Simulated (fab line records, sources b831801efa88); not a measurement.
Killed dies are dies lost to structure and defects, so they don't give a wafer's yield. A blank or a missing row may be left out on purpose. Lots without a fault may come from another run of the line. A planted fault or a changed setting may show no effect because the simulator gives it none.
A struck lot beside a sound one | flow sky130 | 14 steps out of a route of 708
Sound: wafers L472.1, L472.4, L472.5. Struck: wafers L481.2, L481.4, L481.6. The cause comes at the end.
At each step with rows: each side's tool, then ch and its chambers, then its first start. Under that, the readings that differ: sound wafers | struck wafers | difference of the means | sigmas: that difference in standard deviations of wafers without a fault.
alike: readings whose means differ by less than 2 such deviations, and words and numbers that are the same on both sides. not compared: withheld readings, readings that some wafer has no value for, bounds like >300 that may hide the same value, and numbers for which the record gives no deviation and whose values overlap.
The two part at a step that has a row with sigmas, a row that says differs or no value, or rows on one side only. Numbers that don't overlap but have no deviation are shown without sigmas and don't part them. A reading that every wafer of one side lacks parts them only if that side has two wafers or more.

SKY_NWELL_RS_MEAS_29: measures by four-point-probe.
  sound on film_metro-03, day 5 10:22; struck on film_metro-01, day 7 15:34
  alike: NWELL_RS
SKY_NWELL_RS_MEAS_31: measures by four-point-probe.
  sound on film_metro-03, day 5 10:36; struck on film_metro-01, day 7 15:49
  alike: PWDE_RS
then, 7 steps without rows for these wafers: SKY_VT_ADJUST_HVTP_DEHYDRATE_00 (time 60 s); SKY_VT_ADJUST_HVTP_HMDS_01 (prime time 60 s); SKY_VT_ADJUST_HVTP_COAT_02 (resist thk 1140 nm); SKY_VT_ADJUST_HVTP_SOFTBAKE_03 (time 60 s); SKY_VT_ADJUST_HVTP_EXPOSE_04 (exposes mask HVTPM, target cd 380 nm); SKY_VT_ADJUST_HVTP_PEB_05; SKY_VT_ADJUST_HVTP_DEVELOP_06 (develop time 60 s).
SKY_VT_ADJUST_HVTP_CD_MEAS_07: target cd 380 nm.
  sound on cd_sem-02, day 6 04:28; struck on cd_sem-02, day 8 12:20
  reading    | sound             | struck            | difference | sigmas
  cd_nm (nm) | 382.3 382.4 382.1 | 375.9 376.2 375.2 | -6.5       | -3
SKY_VT_ADJUST_HVTP_OVL_MEAS_08:
  sound on overlay-01, day 6 04:35; struck on overlay-01, day 8 12:26
  reading                 | sound       | struck         | difference | sigmas
  VT_ADJUST_HVTP_OVL (nm) | 0.7 1.2 2.1 | -1.3 -2.2 -2.1 | -3.2       | -2
SKY_VT_ADJUST_HVTP_IMPLANT_09:
  sound on implanter-02 ch 0, day 6 04:37; struck on implanter-03 ch 0, day 8 12:29
  reading                   | sound                | struck               | difference | sigmas
  beam_energy_keV           | 150.01 149.96 149.93 | 156.28 156.27 156.36 | +6.34      | +99 or more
  model.implant.rp_nm (nm)  | 85.13 85.13 85.13    | 84.83 84.83 84.83    | -0.30      |
  model.implant.drp_nm (nm) | 33.4 33.4 33.4       | 34.56 34.56 34.56    | +1.16      |
  alike: beam_on_s
SKY_VT_ADJUST_HVTP_STRIP_10: strips in O2/N2.
  sound on plasma_asher-04 ch 0, day 6 04:46; struck on plasma_asher-04 ch 0,1, day 8 12:37
  alike: drypump_motor_current_A, oes_product_au, strip_time_to_endpoint_s
  not compared: rf_hours_counter_h
-- the record jumps here: 40 days lie between the struck wafers' starts before and after (it left off in module VT_ADJUST_HVTP and takes up again in module PAD_OPEN, whose first step shown is number 708 of the route) --
SKY_PAD_OPEN_PROBE_99:
  sound on prober-02, day 45 23:52; struck on prober-01, day 48 11:01
  reading                                 | sound                   | struck                  | difference | sigmas
  killed_at_other                         | 0 2 3                   | 0 0 0                   | -2         | -2
  model.etest.pfet_01v8_mvt.vt_long_v (V) | -0.8392 -0.8347 -0.8365 | -0.8453 -0.8427 -0.8485 | -0.0087    |
  alike: killed_at_M0_to_M3, killed_at_M4_up, killed_at_contacts, killed_at_front_end, killed_dies, killed_open, killed_short
  not compared: model.etest.tip_p.rs_ohm_sq, model.etest.pfet_01v8_mvt.off_log10_a_um, model.etest.pfet_01v8.off_log10_a_um, model.etest.pfet_01v8_hvt.off_log10_a_um, model.etest.pfet_01v8_mvt.vt_sat_v, model.etest.pfet_01v8.vt_sat_v, model.etest.pfet_01v8_mvt.vt_v

WHERE THEY PART
First at SKY_VT_ADJUST_HVTP_CD_MEAS_07; last, within this record, at SKY_PAD_OPEN_PROBE_99.

WHY: what the simulator had put in
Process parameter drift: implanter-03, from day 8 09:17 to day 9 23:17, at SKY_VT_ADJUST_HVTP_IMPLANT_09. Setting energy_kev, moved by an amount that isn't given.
